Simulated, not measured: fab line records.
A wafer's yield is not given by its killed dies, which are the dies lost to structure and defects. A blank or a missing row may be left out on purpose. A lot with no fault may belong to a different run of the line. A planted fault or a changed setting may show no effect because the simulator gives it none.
Check for tools in common :: flow gf180mcu :: 11 lots, 39 wafers sampled

WHY THIS WAS OPENED
GF_HV_LDD_THK_MEAS_57, reading HV_LDD_CVD_56_THK: flagged on 2 of 11 lots. Wafers without a fault read 89.9 nm, standard deviation 0.94.
Rule: a lot gets a flag if all its wafers with a number sit over 4 standard deviations from that mean, or if no wafer of it has a number. The other lots count as sound.

lot: L359
measured: day 14 23:04
on: filmMetro-04
HV_LDD_CVD_56_THK (nm), wafer by wafer: 57.4 58.3 57.3 57.5 58.2 57.2
flag: FLAGGED

lot: L360
measured: day 15 10:34
on: filmMetro-03
HV_LDD_CVD_56_THK (nm), wafer by wafer: 89.3 88.7 88.5
flag: 

lot: L361
measured: day 15 15:53
on: filmMetro-02
HV_LDD_CVD_56_THK (nm), wafer by wafer: 89.5 89.2 88.2
flag: 

lot: L362
measured: day 16 02:11
on: filmMetro-02
HV_LDD_CVD_56_THK (nm), wafer by wafer: 59.8 60.3 59.8 59.8 60.3 59.8
flag: FLAGGED

lot: L366
measured: day 17 10:22
on: filmMetro-02
HV_LDD_CVD_56_THK (nm), wafer by wafer: 89.6 89.6 89.7
flag: 

lot: L369
measured: day 18 12:28
on: filmMetro-02
HV_LDD_CVD_56_THK (nm), wafer by wafer: 89.2 90.6 90.4
flag: 

lot: L370
measured: day 18 20:19
on: filmMetro-03
HV_LDD_CVD_56_THK (nm), wafer by wafer: 88.0 88.7 88.1
flag: 

lot: L371
measured: day 19 09:35
on: filmMetro-03
HV_LDD_CVD_56_THK (nm), wafer by wafer: 89.9 89.8 90.0
flag: 

lot: L372
measured: day 19 15:43
on: filmMetro-03
HV_LDD_CVD_56_THK (nm), wafer by wafer: 91.1 89.8 90.5
flag: 

lot: L373
measured: day 19 19:46
on: filmMetro-03
HV_LDD_CVD_56_THK (nm), wafer by wafer: 90.6 90.3 90.4
flag: 

lot: L374
measured: day 20 03:27
on: filmMetro-04
HV_LDD_CVD_56_THK (nm), wafer by wafer: 90.6 90.3 91.1
flag: 
The mean of the flagged lots' numbers is 58.8 nm, -31.1 nm from the usual (-33 standard deviations).

EACH LOT AND THE TOOL IT RAN ON
Before the reading, the record contains 2 process steps out of a 602-step route. In each cell: the tool, then ch and the chambers that the sampled wafers went through, then the start.
lot: L359
flag: FLAGGED
GF_HV_LDD_STRIP_10: plasmaAsher-01 ch 0,1, day 12 05:52
GF_HV_LDD_CVD_56: lpcvd-01 ch 1, day 14 21:38

lot: L360
flag: 
GF_HV_LDD_STRIP_10: plasmaAsher-02 ch 0,1, day 12 16:46
GF_HV_LDD_CVD_56: lpcvd-02 ch 0, day 15 09:08

lot: L361
flag: 
GF_HV_LDD_STRIP_10: plasmaAsher-02 ch 0,1, day 12 21:52
GF_HV_LDD_CVD_56: lpcvd-02 ch 1, day 15 14:27

lot: L362
flag: FLAGGED
GF_HV_LDD_STRIP_10: plasmaAsher-03 ch 0, day 13 08:04
GF_HV_LDD_CVD_56: lpcvd-01 ch 1, day 16 00:44

lot: L366
flag: 
GF_HV_LDD_STRIP_10: plasmaAsher-01 ch 0, day 14 12:12
GF_HV_LDD_CVD_56: lpcvd-02 ch 0, day 17 08:56

lot: L369
flag: 
GF_HV_LDD_STRIP_10: plasmaAsher-02 ch 0,1, day 15 12:16
GF_HV_LDD_CVD_56: lpcvd-01 ch 1, day 18 11:02

lot: L370
flag: 
GF_HV_LDD_STRIP_10: plasmaAsher-02 ch 0,1, day 15 19:51
GF_HV_LDD_CVD_56: lpcvd-02 ch 1, day 18 18:53

lot: L371
flag: 
GF_HV_LDD_STRIP_10: plasmaAsher-03 ch 0, day 16 07:58
GF_HV_LDD_CVD_56: lpcvd-01 ch 0, day 19 08:08

lot: L372
flag: 
GF_HV_LDD_STRIP_10: plasmaAsher-03 ch 0,1, day 16 13:31
GF_HV_LDD_CVD_56: lpcvd-01 ch 1, day 19 14:17

lot: L373
flag: 
GF_HV_LDD_STRIP_10: plasmaAsher-02 ch 0,1, day 16 18:07
GF_HV_LDD_CVD_56: lpcvd-02 ch 0, day 19 18:20

lot: L374
flag: 
GF_HV_LDD_STRIP_10: plasmaAsher-03 ch 0,1, day 17 01:26
GF_HV_LDD_CVD_56: lpcvd-01 ch 0, day 20 01:59
What the steps here do:
- GF_HV_LDD_STRIP_10: strips in O2/N2.
- GF_HV_LDD_CVD_56: deposits Si3N4 from DCS/NH3, target thk 90 nm, time 1543 s.
- GF_HV_LDD_THK_MEAS_57

FLAGGED AGAINST TOTAL, ONE TOOL AT A TIME (gauges that did the reading follow at the end)
step: GF_HV_LDD_STRIP_10
tool: plasmaAsher-01
lots run: 2
flagged: 1
share of the flagged lots: some
sound lots run after its first flagged lot: 1 (L366)

step: GF_HV_LDD_STRIP_10
tool: plasmaAsher-02
lots run: 5
flagged: 0
share of the flagged lots: none
sound lots run after its first flagged lot: -

step: GF_HV_LDD_STRIP_10
tool: plasmaAsher-03
lots run: 4
flagged: 1
share of the flagged lots: some
sound lots run after its first flagged lot: 3 (L371,L372,L374)

step: GF_HV_LDD_CVD_56
tool: lpcvd-01
lots run: 6
flagged: 2
share of the flagged lots: all
sound lots run after its first flagged lot: 4 (L369,L371,L372,L374)

step: GF_HV_LDD_CVD_56
tool: lpcvd-02
lots run: 5
flagged: 0
share of the flagged lots: none
sound lots run after its first flagged lot: -

step: GF_HV_LDD_THK_MEAS_57
tool: filmMetro-02
lots run: 4
flagged: 1
share of the flagged lots: some
sound lots run after its first flagged lot: 2 (L366,L369)

step: GF_HV_LDD_THK_MEAS_57
tool: filmMetro-03
lots run: 5
flagged: 0
share of the flagged lots: none
sound lots run after its first flagged lot: -

step: GF_HV_LDD_THK_MEAS_57
tool: filmMetro-04
lots run: 2
flagged: 1
share of the flagged lots: some
sound lots run after its first flagged lot: 1 (L374)

WHAT IS ALLOWED BY THE TABLE
In the table, 1 row covers all flagged lots: lpcvd-01 at GF_HV_LDD_CVD_56.
- lpcvd-01 at GF_HV_LDD_CVD_56 ran 6 lots, 2 of them flagged. Sound lots followed the first flagged one (L369, L371, L372, L374) on it, something a lasting fault affecting the whole tool could not allow. Its own readings (spikeTcBottomC, spikeTcCentreC, spikeTcLowerC, spikeTcTopC, spikeTcUpperC, susceptorTempC) fall more than 4 standard deviations out on all wafers of the flagged lots.
There is no row in the table that ran each flagged lot and no sound lot after the first.

WHAT WAS PUT IN BY THE SIMULATOR
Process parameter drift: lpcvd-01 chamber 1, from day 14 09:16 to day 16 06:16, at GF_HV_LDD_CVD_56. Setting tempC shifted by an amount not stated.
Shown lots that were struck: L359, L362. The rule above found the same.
